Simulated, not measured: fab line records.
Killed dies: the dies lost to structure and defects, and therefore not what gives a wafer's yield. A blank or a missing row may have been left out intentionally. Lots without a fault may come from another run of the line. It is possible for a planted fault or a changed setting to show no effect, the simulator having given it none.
Split-lot trial | flow sky130 | 5 lots, 23 wafers read, on a route of 708 steps

THE SPLIT
At SKY_LI_CONTACT_EXPOSE_09 (exposes mask LICM1, target cd 170 nm), the setting dose_mj was moved away from the recipe's 38 on 9 of the 23 wafers read, by -6.4% to +7.4%. All remaining wafers had this setting at the recipe value.

FROM THE SPLIT TO THE READING: what the file shows between them, 2 steps
- SKY_LI_CONTACT_PEB_10
- SKY_LI_CONTACT_DEVELOP_11: develop time 60 s

THE READING
cd_nm at SKY_LI_CONTACT_CD_MEAS_12, given in nm (cd target 170 nm). Fault-free wafers of this fab line usually give 169.5 nm, standard deviation 1.8 nm.

wafer  | tool, chamber at the split | dose_mj as run | against the recipe | cd_nm, nm | against lot-mates on the recipe
L076.2 | krf_scanner-01, 0          | 40.8           | +7.4%              | 183.3     | +12.2
L076.3 | krf_scanner-01, 0          | 38             | recipe             | 171.1     | -
L076.4 | krf_scanner-01, 0          | 38             | recipe             | 171.4     | -
L076.5 | krf_scanner-01, 0          | 38             | recipe             | 170.9     | -
L076.6 | krf_scanner-01, 0          | 40.8           | +7.4%              | 184.0     | +12.9
L079.1 | krf_scanner-02, 0          | 36.45          | -4.1%              | 163.2     | -8.2
L079.2 | krf_scanner-02, 0          | 38             | recipe             | 170.8     | -
L079.3 | krf_scanner-02, 0          | 36.45          | -4.1%              | 162.6     | -8.8
L079.4 | krf_scanner-02, 0          | 36.45          | -4.1%              | 164.5     | -6.9
L079.5 | krf_scanner-02, 0          | 38             | recipe             | 172.1     | -
L081.1 | krf_scanner-01, 0          | 38             | recipe             | 171.7     | -
L081.2 | krf_scanner-01, 0          | 38             | recipe             | 170.5     | -
L081.6 | krf_scanner-01, 0          | 38             | recipe             | 171.5     | -
L080.1 | krf_scanner-01, 0          | 35.55          | -6.4%              | 156.7     | -13.4
L080.3 | krf_scanner-01, 0          | 35.55          | -6.4%              | 159.1     | -11.0
L080.4 | krf_scanner-01, 0          | 38             | recipe             | 169.9     | -
L080.5 | krf_scanner-01, 0          | 38             | recipe             | 170.3     | -
L080.6 | krf_scanner-01, 0          | 38             | recipe             | 170.0     | -
L085.1 | krf_scanner-02, 0          | 38             | recipe             | 168.6     | -
L085.2 | krf_scanner-02, 0          | 36.85          | -3.0%              | 164.2     | -5.4
L085.4 | krf_scanner-02, 0          | 38             | recipe             | 170.1     | -
L085.5 | krf_scanner-02, 0          | 36.85          | -3.0%              | 164.0     | -5.6
L085.6 | krf_scanner-02, 0          | 38             | recipe             | 170.1     | -

FIT RESULTS
A straight line over all 23 wafers: cd_nm changes by +1.85 nm for each +1% of dose_mj; r = +0.99; the points scatter about the line by 0.96 nm.
The same after taking each lot's own level away (the mean of its wafers on the recipe; 23 wafers): +1.81 nm for each +1%; r = +0.99; scatter 0.71 nm.
According to that fit, moving dose_mj by its largest amount changes the reading by 13 nm.
The span of the lots' own levels, 169.60 to 171.45 nm, comes to 1.0 times the standard deviation stated above.
The two slopes agree, so the slope changes little with the lot-to-lot level.
Check: with one of the wafers moved furthest among these (+7.4%) left out of the fit, the line predicts +13.5 nm for it against its lot-mates. Against them it came out at +12.2 nm.

OTHER SPLITS APPLIED TO THESE WAFERS
Before the reading, these wafers also passed through other splits. Each is held against what the fit with the lots' levels taken away leaves over:
other split on the same wafers      | wafers away from the commonest value | r with cd_nm (lot level and that fit taken away)
SKY_POLY_CUT_EXPOSE_05 dose_mj      | 7                                    | -0.11
SKY_SD_P_DEVELOP_06 dev_temp_c      | 8                                    | -0.10
SKY_RES_XHIGH_COAT_02 resist_thk_nm | 9                                    | +0.21
SKY_RES_XHIGH_IMPLANT_07 energy_kev | 5                                    | +0.15
SKY_SD_N_COAT_02 resist_thk_nm      | 7                                    | +0.04
SKY_SD_N_STRIP_11 power_w           | 3                                    | -0.26
SKY_LI_CONTACT_HDPCVD_00 time_s     | 4                                    | +0.05

THE WHOLE CHAIN: every reading that the file lists as answering this split, in the file's order
step                      | what it does                                                         | reading                                                           | change (the file's fit)              | r (the file's)
SKY_LI_CONTACT_CD_MEAS_12 | target cd 170 nm                                                     | cd_nm                                                             | +1.81 nm for each +1% of the setting | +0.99
SKY_LI_CONTACT_ETCH_14    | etches BARC in N2/H2, stops on SiO2, time 45.9 s, target depth 60 nm | LI_CONTACT.cd_nm (the simulator's own value, which no gauge read) | +1.81 nm for each +1% of the setting | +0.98

THE FILE'S OWN FIT
cd_nm changes by +1.81 nm for each +1% of dose_mj, r = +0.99.
